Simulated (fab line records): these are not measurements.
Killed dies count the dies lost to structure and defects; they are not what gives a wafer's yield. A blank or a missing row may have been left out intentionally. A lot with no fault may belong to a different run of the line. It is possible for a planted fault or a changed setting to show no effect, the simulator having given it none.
Struck lot and sound lot, side by side | flow gf180mcu | 2 steps out of a route of 602
Sound: wafers L959.1, L959.3, L959.6. The struck wafers were L966.2, L966.4, L966.6. At the end, the cause is stated.
Per side, at each step with rows, come the tool, then ch with its chambers, and then its first start. Under that, the readings that differ: sound wafers | struck wafers | difference of the means | sigmas: that difference in standard deviations of wafers without a fault.
alike: a reading whose means differ by less than 2 such deviations, as well as words and numbers matching on both sides. not compared: withheld readings; readings where some wafer has no value; bounds like >300 that might hide an equal value; numbers whose values overlap and for which the record gives no deviation.
The two part at a step that has a row with sigmas, a row that says differs or no value, or rows on one side only. Non-overlapping numbers with no deviation appear without sigmas and do not part them. A reading missing from all wafers of one side parts the sides only when that side holds two or more wafers.

GF_STI_BOW_MEAS_00:
  struck on film_metro-03, day 3 02:01; sound on film_metro-01, day 1 15:00
  alike: INCOMING_BOW
GF_STI_OXIDATION_01: stabilise 600 s, purge 300 s, target thk 10 nm.
  struck on furnace-01, day 3 02:40; sound on furnace-02 ch 0, day 1 15:34
  no value came back on the struck wafers for ox_temp_c (C), ox_temp_c_max, spike_tc_top_C (C); on the sound wafers ox_temp_c (C) reads 900.5 900.5 900.1

## WHERE THEY PART
At GF_STI_OXIDATION_01 and nowhere else, as far as this record goes.

WHY: whatever the simulator had introduced
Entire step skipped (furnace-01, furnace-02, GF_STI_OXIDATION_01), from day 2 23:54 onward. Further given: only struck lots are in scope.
